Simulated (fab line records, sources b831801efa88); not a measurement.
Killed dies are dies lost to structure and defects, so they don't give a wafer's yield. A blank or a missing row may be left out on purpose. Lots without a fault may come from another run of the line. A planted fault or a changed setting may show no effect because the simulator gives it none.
Which tool did it? | flow sfq_line | 15 lots, 45 wafers sampled, at 5 steps of a route of 325

WHAT THE GAUGES READ, wafer by wafer
SFQ_M0_RS_MEAS_904: measures by four-point-probe. Usual: M0_NB_RS 0.880 ohm/sq, standard deviation 0.0096.
lot  | measured     | on            | M0_NB_RS (ohm/sq) | flag
L808 | day 7 13:29  | film_metro-04 | 0.881 0.889 0.874 |
L809 | day 7 22:53  | film_metro-03 | 0.888 0.891 0.894 |
L811 | day 8 20:25  | film_metro-03 | 0.873 0.879 0.877 |
L817 | day 10 21:32 | film_metro-01 | 0.527 0.870 0.524 | OFF
L818 | day 11 02:17 | film_metro-01 | 0.886 0.875 0.534 | OFF
L819 | day 11 08:21 | film_metro-01 | 0.532 0.901 0.528 | OFF
L820 | day 11 14:32 | film_metro-04 | 0.885 0.885 0.879 |
L823 | day 12 09:37 | film_metro-01 | 0.877 0.888 0.881 |
L824 | day 12 17:10 | film_metro-03 | 0.872 0.863 0.878 |
L825 | day 13 01:01 | film_metro-01 | 0.902 0.881 0.875 |
L827 | day 13 20:13 | film_metro-01 | 0.875 0.883 0.876 |
L828 | day 13 23:37 | film_metro-01 | 0.887 0.873 0.878 |
L829 | day 14 06:49 | film_metro-03 | 0.877 0.886 0.883 |
L830 | day 14 22:55 | film_metro-04 | 0.885 0.880 0.880 |
L831 | day 15 03:07 | film_metro-04 | 0.900 0.894 0.891 |

SFQ_C5_OVL_MEAS_937. Usual: C5_OVL 0 nm, standard deviation 5.
lot  | measured     | on         | C5_OVL (nm) | flag
L808 | day 70 16:50 | overlay-01 | 1 4 3       |
L809 | day 71 00:02 | overlay-01 | 3 2 6       |
L811 | day 71 04:32 | overlay-01 | 1 3 -2      |
L817 | day 71 19:49 | overlay-02 | 1 -3 2      |
L818 | day 71 20:59 | overlay-02 | 3 6 -6      |
L819 | day 71 23:14 | overlay-01 | 3 9 6       |
L820 | day 72 02:14 | overlay-02 | -2 0 -2     |
L823 | day 72 11:49 | overlay-02 | 3 5 1       |
L824 | day 72 15:25 | overlay-02 | 5 4 3       |
L825 | day 72 19:01 | overlay-02 | 9 2 7       |
L827 | day 79 09:29 | overlay-01 | -4 -2 -15   |
L828 | day 80 08:16 | overlay-02 | -4 -2 -10   |
L829 | day 80 19:04 | overlay-01 | -6 -2 4     |
L830 | day 80 20:16 | overlay-01 | -2 -11 -7   |
L831 | day 81 19:10 | overlay-01 | -2 -7 -7    |

WHICH TOOL RAN EACH LOT (tool, then ch and the chambers of the sampled wafers, then the start)
lot  | SFQ_TRILAYER_M0_DEP_SPUTTER_019 | SFQ_TRILAYER_M0_ETCH_METAL_ETCH_024 | SFQ_TRILAYER_JJ_CE_STRIP_STRIP_120
L808 | pvd_sputter-04, day 7 13:23     | rie_metal-01 ch 0,1, day 12 00:11   | rie_metal-03 ch 0,1, day 55 05:16
L809 | pvd_sputter-04, day 7 22:47     | rie_metal-04 ch 0,1, day 12 09:54   | rie_metal-01 ch 0,1, day 55 08:52
L811 | pvd_sputter-06, day 8 20:17     | rie_metal-04 ch 0,1, day 13 13:07   | rie_metal-01 ch 0,1, day 55 11:38
L817 | pvd_sputter-06, day 10 21:24    | rie_metal-04 ch 0,1, day 15 14:14   | rie_metal-01 ch 0,1, day 60 18:44
L818 | pvd_sputter-06, day 11 02:12    | rie_metal-02 ch 0,1, day 15 19:42   | rie_metal-01 ch 0,1, day 60 19:46
L819 | pvd_sputter-06, day 11 08:13    | rie_metal-02 ch 0,1, day 16 03:59   | rie_metal-01 ch 0,1, day 60 23:32
L820 | pvd_sputter-04, day 11 14:23    | rie_metal-01 ch 0,1, day 16 12:23   | rie_metal-04 ch 0,1, day 61 03:10
L823 | pvd_sputter-05, day 12 09:32    | rie_metal-02 ch 0, day 17 11:30     | rie_metal-01 ch 1, day 61 12:34
L824 | pvd_sputter-04, day 12 17:03    | rie_metal-01 ch 0,1, day 17 17:36   | rie_metal-01 ch 1, day 61 18:55
L825 | pvd_sputter-05, day 13 00:56    | rie_metal-04 ch 0,1, day 18 02:00   | rie_metal-04 ch 0,1, day 61 19:54
L827 | pvd_sputter-05, day 13 20:05    | rie_metal-02 ch 0,1, day 19 04:03   | rie_metal-03 ch 0,1, day 64 16:25
L828 | pvd_sputter-06, day 13 23:31    | rie_metal-02 ch 0,1, day 19 07:37   | rie_metal-01 ch 0,1, day 65 06:04
L829 | pvd_sputter-06, day 14 06:42    | rie_metal-01 ch 0,1, day 19 18:32   | rie_metal-03 ch 0,1, day 65 18:41
L830 | pvd_sputter-06, day 14 22:49    | rie_metal-01 ch 0,1, day 20 14:48   | rie_metal-01 ch 0,1, day 65 22:03
L831 | pvd_sputter-04, day 15 03:01    | rie_metal-02 ch 0,1, day 20 22:00   | rie_metal-04 ch 0,1, day 75 01:23
- SFQ_TRILAYER_M0_DEP_SPUTTER_019: material Nb, target thk 200 nm, time 133.3 s.
- SFQ_TRILAYER_M0_ETCH_METAL_ETCH_024: etches Nb in Cl2/Ar, stops on SiO2, target depth 240 nm, time 120 s.
- SFQ_TRILAYER_JJ_CE_STRIP_STRIP_120: strips in O2.

WHAT THE TOOLS THEMSELVES READ (means of the sampled wafers that have a number; where no wafer has one, the mark that the record gives instead)
SFQ_TRILAYER_M0_DEP_SPUTTER_019. Usual: throttle_valve_pct 30.0 %, standard deviation 1.
lot  | tool           | throttle_valve_pct (%) | flag
L808 | pvd_sputter-04 | 29.4                   |
L809 | pvd_sputter-04 | 29.0                   |
L811 | pvd_sputter-06 | 30.6                   |
L817 | pvd_sputter-06 | 30.6                   |
L818 | pvd_sputter-06 | 30.7                   |
L819 | pvd_sputter-06 | 30.7                   |
L820 | pvd_sputter-04 | 29.1                   |
L823 | pvd_sputter-05 | 29.2                   |
L824 | pvd_sputter-04 | 30.3                   |
L825 | pvd_sputter-05 | 29.2                   |
L827 | pvd_sputter-05 | 29.8                   |
L828 | pvd_sputter-06 | 30.7                   |
L829 | pvd_sputter-06 | 30.9                   |
L830 | pvd_sputter-06 | 30.8                   |
L831 | pvd_sputter-04 | 29.1                   |

SFQ_TRILAYER_M0_ETCH_METAL_ETCH_024. Usual: drypump_motor_current_A 5.67 A, standard deviation 0.17; oes_product_au 0.900 a.u., standard deviation 0.0073.
lot  | tool         | drypump_motor_current_A (A) | oes_product_au (a.u.) | flag
L808 | rie_metal-01 | 5.60                        | 0.896                 |
L809 | rie_metal-04 | 5.83                        | 0.886                 |
L811 | rie_metal-04 | 5.85                        | 0.902                 |
L817 | rie_metal-04 | 5.83                        | 0.973                 | OFF
L818 | rie_metal-02 | 5.47                        | 0.937                 | OFF
L819 | rie_metal-02 | 5.60                        | 0.976                 | OFF
L820 | rie_metal-01 | 5.60                        | 0.902                 |
L823 | rie_metal-02 | 5.67                        | 0.902                 |
L824 | rie_metal-01 | 5.60                        | 0.906                 |
L825 | rie_metal-04 | 5.88                        | 0.898                 |
L827 | rie_metal-02 | 5.59                        | 0.899                 |
L828 | rie_metal-02 | 5.61                        | 0.898                 |
L829 | rie_metal-01 | 5.59                        | 0.902                 |
L830 | rie_metal-01 | 5.58                        | 0.904                 |
L831 | rie_metal-02 | 5.50                        | 0.892                 |

SFQ_TRILAYER_JJ_CE_STRIP_STRIP_120. Usual: drypump_motor_current_A 5.9 A, standard deviation 0.3; oes_product_au 0.998 a.u., standard deviation 0.007.
lot  | tool         | drypump_motor_current_A (A) | oes_product_au (a.u.) | flag
L808 | rie_metal-03 | 6.1                         | 1.002                 |
L809 | rie_metal-01 | 5.6                         | 1.005                 |
L811 | rie_metal-01 | 5.6                         | 1.002                 |
L817 | rie_metal-01 | 5.6                         | 0.998                 |
L818 | rie_metal-01 | 5.6                         | 1.000                 |
L819 | rie_metal-01 | 5.6                         | 0.999                 |
L820 | rie_metal-04 | 5.8                         | 0.996                 |
L823 | rie_metal-01 | 5.6                         | 1.001                 |
L824 | rie_metal-01 | 5.6                         | 0.999                 |
L825 | rie_metal-04 | 5.9                         | 0.998                 |
L827 | rie_metal-03 | 6.3                         | 0.999                 |
L828 | rie_metal-01 | 5.6                         | 0.998                 |
L829 | rie_metal-03 | 6.1                         | 0.996                 |
L830 | rie_metal-01 | 5.6                         | 1.002                 |
L831 | rie_metal-04 | 5.9                         | 1.000                 |

THE ANSWER, worked out from the rows above alone
Rule: a lot is off if the mean of its wafers that have a number lies more than 3 standard deviations from the usual mean. A lot without any number at a reading at which 4 lots or more have one is off too. The other lots that the step has rows for count as sound. The gauges are gone through in route order, then the tools' own readings, and for those a lot's mean is taken as printed above. The first step at which some lot is off is used, and at that step the reading that is off furthest; a lot without a number counts as furthest.
Off: L817, L818, L819, at SFQ_M0_RS_MEAS_904 (M0_NB_RS).
A tool fits if, at a process step before that reading, it ran every lot that is off, and no sound lot after the first of them. The gauges at SFQ_M0_RS_MEAS_904 aren't tried: what is off there is off at SFQ_TRILAYER_M0_ETCH_METAL_ETCH_024 too, on other tools, and a gauge's error can't cause that. None of those tried fits.

WHAT THE SIMULATOR HAD PUT IN
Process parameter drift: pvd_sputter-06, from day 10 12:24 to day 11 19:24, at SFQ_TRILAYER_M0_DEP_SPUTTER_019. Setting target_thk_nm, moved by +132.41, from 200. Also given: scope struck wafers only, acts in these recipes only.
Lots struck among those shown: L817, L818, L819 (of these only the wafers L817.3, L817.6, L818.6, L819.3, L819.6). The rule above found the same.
